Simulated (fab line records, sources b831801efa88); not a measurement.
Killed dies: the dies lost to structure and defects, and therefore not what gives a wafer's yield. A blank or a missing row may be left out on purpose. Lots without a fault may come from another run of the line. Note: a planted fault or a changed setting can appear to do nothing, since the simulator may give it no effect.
Split-lot experiment || flow sky130 || 23 wafers read from 5 lots, route of 708 steps

THE SPLIT ITSELF
At SKY_METAL5_SPUTTER_01 (material TiN, target thk 20 nm, time 16.7 s), the setting time s was moved away from the recipe's 16.7 s on 7 of the 23 wafers read, by +8.8% to +12.2%. For the rest of the wafers, this setting stayed at what the recipe calls for.

The split's own step is where the reading is taken.

THE READING
TiN_of_METAL5_SPUTTER_01.thk nm (the simulator's own value, which no gauge read), in nm, at SKY_METAL5_SPUTTER_01 (material TiN, target thk 20 nm, time 16.7 s). The file gives no usual value for it. Average 20.08 nm, standard deviation 0.27 nm, over the 16 wafers here run with the recipe.

{"wafer": "L074.1", "tool, chamber at the split": "pvd sputter-03, -", "time s as run, s": 16.7, "against the recipe": "recipe", "TiN_of_METAL5_SPUTTER_01.thk nm, nm": 20.05, "against lot-mates on the recipe": "-"}
{"wafer": "L074.2", "tool, chamber at the split": "pvd sputter-03, -", "time s as run, s": 16.7, "against the recipe": "recipe", "TiN_of_METAL5_SPUTTER_01.thk nm, nm": 20.28, "against lot-mates on the recipe": "-"}
{"wafer": "L074.3", "tool, chamber at the split": "pvd sputter-03, -", "time s as run, s": 18.17, "against the recipe": "+8.8%", "TiN_of_METAL5_SPUTTER_01.thk nm, nm": 21.62, "against lot-mates on the recipe": "+1.47"}
{"wafer": "L074.4", "tool, chamber at the split": "pvd sputter-03, -", "time s as run, s": 18.17, "against the recipe": "+8.8%", "TiN_of_METAL5_SPUTTER_01.thk nm, nm": 21.86, "against lot-mates on the recipe": "+1.71"}
{"wafer": "L074.5", "tool, chamber at the split": "pvd sputter-03, -", "time s as run, s": 16.7, "against the recipe": "recipe", "TiN_of_METAL5_SPUTTER_01.thk nm, nm": 20.11, "against lot-mates on the recipe": "-"}
{"wafer": "L075.1", "tool, chamber at the split": "pvd sputter-04, -", "time s as run, s": 16.7, "against the recipe": "recipe", "TiN_of_METAL5_SPUTTER_01.thk nm, nm": 20.54, "against lot-mates on the recipe": "-"}
{"wafer": "L075.4", "tool, chamber at the split": "pvd sputter-04, -", "time s as run, s": 16.7, "against the recipe": "recipe", "TiN_of_METAL5_SPUTTER_01.thk nm, nm": 20.51, "against lot-mates on the recipe": "-"}
{"wafer": "L075.5", "tool, chamber at the split": "pvd sputter-04, -", "time s as run, s": 16.7, "against the recipe": "recipe", "TiN_of_METAL5_SPUTTER_01.thk nm, nm": 20.46, "against lot-mates on the recipe": "-"}
{"wafer": "L077.1", "tool, chamber at the split": "pvd sputter-03, -", "time s as run, s": 16.7, "against the recipe": "recipe", "TiN_of_METAL5_SPUTTER_01.thk nm, nm": 20.13, "against lot-mates on the recipe": "-"}
{"wafer": "L077.2", "tool, chamber at the split": "pvd sputter-03, -", "time s as run, s": 18.74, "against the recipe": "+12.2%", "TiN_of_METAL5_SPUTTER_01.thk nm, nm": 22.52, "against lot-mates on the recipe": "+2.34"}
{"wafer": "L077.4", "tool, chamber at the split": "pvd sputter-03, -", "time s as run, s": 18.74, "against the recipe": "+12.2%", "TiN_of_METAL5_SPUTTER_01.thk nm, nm": 22.41, "against lot-mates on the recipe": "+2.23"}
{"wafer": "L077.5", "tool, chamber at the split": "pvd sputter-03, -", "time s as run, s": 18.74, "against the recipe": "+12.2%", "TiN_of_METAL5_SPUTTER_01.thk nm, nm": 22.41, "against lot-mates on the recipe": "+2.23"}
{"wafer": "L077.6", "tool, chamber at the split": "pvd sputter-03, -", "time s as run, s": 16.7, "against the recipe": "recipe", "TiN_of_METAL5_SPUTTER_01.thk nm, nm": 20.23, "against lot-mates on the recipe": "-"}
{"wafer": "L080.2", "tool, chamber at the split": "pvd sputter-04, -", "time s as run, s": 16.7, "against the recipe": "recipe", "TiN_of_METAL5_SPUTTER_01.thk nm, nm": 20.01, "against lot-mates on the recipe": "-"}
{"wafer": "L080.3", "tool, chamber at the split": "pvd sputter-04, -", "time s as run, s": 16.7, "against the recipe": "recipe", "TiN_of_METAL5_SPUTTER_01.thk nm, nm": 19.85, "against lot-mates on the recipe": "-"}
{"wafer": "L080.4", "tool, chamber at the split": "pvd sputter-04, -", "time s as run, s": 16.7, "against the recipe": "recipe", "TiN_of_METAL5_SPUTTER_01.thk nm, nm": 19.85, "against lot-mates on the recipe": "-"}
{"wafer": "L080.5", "tool, chamber at the split": "pvd sputter-04, -", "time s as run, s": 16.7, "against the recipe": "recipe", "TiN_of_METAL5_SPUTTER_01.thk nm, nm": 20, "against lot-mates on the recipe": "-"}
{"wafer": "L080.6", "tool, chamber at the split": "pvd sputter-04, -", "time s as run, s": 16.7, "against the recipe": "recipe", "TiN_of_METAL5_SPUTTER_01.thk nm, nm": 20.21, "against lot-mates on the recipe": "-"}
{"wafer": "L084.1", "tool, chamber at the split": "pvd sputter-03, -", "time s as run, s": 16.7, "against the recipe": "recipe", "TiN_of_METAL5_SPUTTER_01.thk nm, nm": 19.76, "against lot-mates on the recipe": "-"}
{"wafer": "L084.2", "tool, chamber at the split": "pvd sputter-03, -", "time s as run, s": 18.63, "against the recipe": "+11.6%", "TiN_of_METAL5_SPUTTER_01.thk nm, nm": 22.34, "against lot-mates on the recipe": "+2.64"}
{"wafer": "L084.3", "tool, chamber at the split": "pvd sputter-03, -", "time s as run, s": 16.7, "against the recipe": "recipe", "TiN_of_METAL5_SPUTTER_01.thk nm, nm": 19.62, "against lot-mates on the recipe": "-"}
{"wafer": "L084.5", "tool, chamber at the split": "pvd sputter-03, -", "time s as run, s": 18.63, "against the recipe": "+11.6%", "TiN_of_METAL5_SPUTTER_01.thk nm, nm": 22.07, "against lot-mates on the recipe": "+2.37"}
{"wafer": "L084.6", "tool, chamber at the split": "pvd sputter-03, -", "time s as run, s": 16.7, "against the recipe": "recipe", "TiN_of_METAL5_SPUTTER_01.thk nm, nm": 19.73, "against lot-mates on the recipe": "-"}

FIT RESULTS
A straight line over all 23 wafers: TiN_of_METAL5_SPUTTER_01.thk nm changes by +0.19 nm for each +1% of time s; r = +0.97; the points scatter about the line by 0.25 nm.
The same after taking each lot's own level away (the mean of its wafers on the recipe; 23 wafers): +0.194 nm for each +1%; r = +0.99; scatter 0.14 nm.
On that fit, the largest move of time s shifts the reading by 2.4 nm.
From 19.703 to 20.503 nm: that is the span of the lots' own levels, equal to 2.9 times the standard deviation above.
Consequently the slope shifts little with the lot-to-lot level, the two slopes agreeing.
Check: +2.38 nm against its lot-mates is what the line predicts for one of the wafers moved furthest among these (+12.2%) when that wafer is left out of the fit. Against them it came out at +2.34 nm.

FURTHER SPLITS ON THESE WAFERS
Before the reading, these wafers also passed through other splits. Each is held against what the fit with the lots' levels taken away leaves over:
{"other split on the same wafers": "SKY_VIA4_SOFTBAKE_07 temp c", "wafers away from the commonest value": 8, "r with TiN_of_METAL5_SPUTTER_01.thk nm (lot level and that fit taken away)": -0.27}
{"other split on the same wafers": "SKY_VIA4_CVD_18 pressure torr", "wafers away from the commonest value": 15, "r with TiN_of_METAL5_SPUTTER_01.thk nm (lot level and that fit taken away)": -0.23}

THE FILE'S OWN FIT
TiN_of_METAL5_SPUTTER_01.thk nm changes by +0.196 nm for each +1% of time s, r = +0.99.
